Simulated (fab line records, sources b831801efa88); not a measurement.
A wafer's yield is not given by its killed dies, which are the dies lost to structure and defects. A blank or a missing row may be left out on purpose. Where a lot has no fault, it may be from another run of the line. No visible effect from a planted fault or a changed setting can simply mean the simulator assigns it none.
Which tool did it? :: flow gf180mcu :: Sampling: 14 lots, 41 wafers, 2 of 602 route steps

## WHAT THE GAUGES READ, wafer by wafer
GF_M1_OVL_MEAS_15. Usual: M1_OVL -2 nm, standard deviation 7.1.
lot: L831
measured: day 17 08:32
on: overlay-02
M1_OVL (nm): 10 5 1
flag: 

lot: L832
measured: day 17 19:08
on: overlay-02
M1_OVL (nm): -4 -1 -1
flag: 

lot: L833
measured: day 17 21:47
on: overlay-02
M1_OVL (nm): 6 2 0
flag: 

lot: L835
measured: day 18 11:33
on: overlay-01
M1_OVL (nm): 3 8 -3
flag: 

lot: L834
measured: day 18 18:02
on: overlay-02
M1_OVL (nm): 0 1 6
flag: 

lot: L836
measured: day 19 04:05
on: overlay-02
M1_OVL (nm): 1 -4 -7
flag: 

lot: L837
measured: day 19 08:50
on: overlay-01
M1_OVL (nm): -2 -5 -6
flag: 

lot: L838
measured: day 20 06:33
on: overlay-01
M1_OVL (nm): -3 -9 -10
flag: 

lot: L839
measured: day 20 08:27
on: overlay-02
M1_OVL (nm): 7 -2 10
flag: 

lot: L840
measured: day 20 21:26
on: overlay-02
M1_OVL (nm): -11 -6 1
flag: 

lot: L841
measured: day 21 03:35
on: overlay-02
M1_OVL (nm): -9 -5 -4
flag: 

lot: L842
measured: day 21 16:23
on: overlay-02
M1_OVL (nm): 11 8 2
flag: 

lot: L843
measured: day 22 09:08
on: overlay-02
M1_OVL (nm): -11 -13 -12
flag: 

lot: L845
measured: day 23 00:17
on: overlay-02
M1_OVL (nm): -3 -12
flag: 

GF_V1_OVL_MEAS_15. Usual: V1_OVL -2 nm, standard deviation 5.3.
lot: L831
measured: day 18 09:26
on: overlay-01
V1_OVL (nm): -5 4 -3
flag: 

lot: L832
measured: day 18 19:08
on: overlay-01
V1_OVL (nm): 2 4 -4
flag: 

lot: L833
measured: day 18 23:57
on: overlay-01
V1_OVL (nm): 6 -5 0
flag: 

lot: L835
measured: day 19 13:12
on: overlay-01
V1_OVL (nm): -14 -8 -11
flag: 

lot: L834
measured: day 19 19:47
on: overlay-01
V1_OVL (nm): -9 -6 -2
flag: 

lot: L836
measured: day 20 05:56
on: overlay-01
V1_OVL (nm): -4 -17 -4
flag: 

lot: L837
measured: day 20 10:20
on: overlay-02
V1_OVL (nm): -5 -6 -8
flag: 

lot: L838
measured: day 21 07:23
on: overlay-02
V1_OVL (nm): 3 -1 2
flag: 

lot: L839
measured: day 21 09:59
on: overlay-02
V1_OVL (nm): 6 -3 -1
flag: 

lot: L840
measured: day 21 22:45
on: overlay-01
V1_OVL (nm): -9 -4 -11
flag: 

lot: L841
measured: day 22 05:18
on: overlay-01
V1_OVL (nm): 0 3 4
flag: 

lot: L842
measured: day 22 17:41
on: overlay-02
V1_OVL (nm): 9 11 7
flag: 

lot: L843
measured: day 23 09:08
on: overlay-01
V1_OVL (nm): -2 0 -9
flag: 

lot: L845
measured: day 24 00:25
on: overlay-01
V1_OVL (nm): 2 -1
flag: 

## WHICH TOOL RAN EACH LOT (tool, then ch and the chambers of the sampled wafers, then the start)
The record shows no process step preceding these readings.

## WHAT THE TOOLS THEMSELVES READ (means of the sampled wafers that have a number; where no wafer has one, the mark that the record gives instead)
The record holds no such reading with a usual standard deviation.

## THE ANSWER, worked out from the rows above alone
Rule: a lot is off if the mean of its wafers that have a number lies more than 3 standard deviations from the usual mean. A lot without any number at a reading at which 4 lots or more have one is off too. Where the step has rows for the other lots, those lots are counted as sound. The gauges are gone through in route order, then the tools' own readings, and for those a lot's mean is taken as printed above. At the first step where some lot is off, the reading lying furthest off is the one used; lots without a number count as furthest.
No lot is off at any reading shown: from this, nothing can be told.

## WHAT WAS PUT IN BY THE SIMULATOR
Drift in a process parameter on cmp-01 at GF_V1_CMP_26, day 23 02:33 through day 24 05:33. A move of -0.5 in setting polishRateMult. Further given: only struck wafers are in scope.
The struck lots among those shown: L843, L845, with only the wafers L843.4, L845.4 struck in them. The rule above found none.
